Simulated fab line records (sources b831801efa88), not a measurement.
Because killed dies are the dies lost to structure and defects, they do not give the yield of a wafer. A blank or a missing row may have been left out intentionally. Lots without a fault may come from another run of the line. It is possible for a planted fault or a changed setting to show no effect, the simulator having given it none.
The same fault as seen by 2 desks -- flow sky130 -- every desk sees just its own numbers, and what lay behind them comes last

== THE TOOL OWNER'S DESK: pecvd-04 ==
The tool's own readings at SKY_CAP2M_CVD_00 (deposits SiO2, target thk 15.5 nm): means of the sampled wafers that have a number, for each lot that ran on this tool. Marked OUT: a lot whose mean sits more than 4 standard deviations from the usual mean, which makes it out of limits; the brackets give that distance.
Columns: A = heaterPowerW at SKY_CAP2M_CVD_00, usual 743 W
lot,first seen here,A
L496,day 41 13:19,816
L498,day 41 19:25,821
L499,day 42 07:56,835
L504,day 43 18:28,735
L506,day 44 00:30,821
Finding of this desk: none of the 5 lots has anything out of limits.

== METROLOGY DESK ==
What the gauges read, lot by lot, whatever tool the lot ran on: means of the sampled wafers that have a number. Marked OUT: a lot whose mean sits more than 4 standard deviations from the usual mean, which makes it out of limits; the brackets give that distance.
Columns: A = CAP2M_CVD_00_THK at SKY_CAP2M_THK_MEAS_01, usual 15.51 nm
lot,first seen here,A
L492,day 39 22:23,15.48
L493,day 40 09:46,15.68
L494,day 41 03:55,15.39
L496,day 41 13:20,15.46
L498,day 41 19:26,15.38
L499,day 42 07:59,15.37
L504,day 43 18:29,17.32 (+7.5) OUT
L506,day 44 00:32,17.41 (+7.9) OUT
L511,day 45 14:51,15.38
L513,day 45 18:20,15.50
L514,day 46 05:24,15.37
Per this desk, out of limits: L504, L506; the first was L504, day 43 18:29 (CAP2M_CVD_00_THK at SKY_CAP2M_THK_MEAS_01). L492, L493, L494, L496, L498, L499, L511, L513, L514: within limits.

== TAKEN TOGETHER ==
The metrology desk could have raised an alarm at day 43 18:29, on L504, L506.
The desk of the tool owner found nothing out of limits.
The tool owner's desk has L504, L506 on record, within its limits.
All the named lots went through SKY_CAP2M_CVD_00 on pecvd-04.

== WHAT THE SIMULATOR PUT IN ==
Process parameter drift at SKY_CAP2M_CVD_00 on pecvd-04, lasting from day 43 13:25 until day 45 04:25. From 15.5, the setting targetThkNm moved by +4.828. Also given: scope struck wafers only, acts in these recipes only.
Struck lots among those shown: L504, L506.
Hours from the fault's start to each desk's first reading out of limits: the metrology desk, 5.
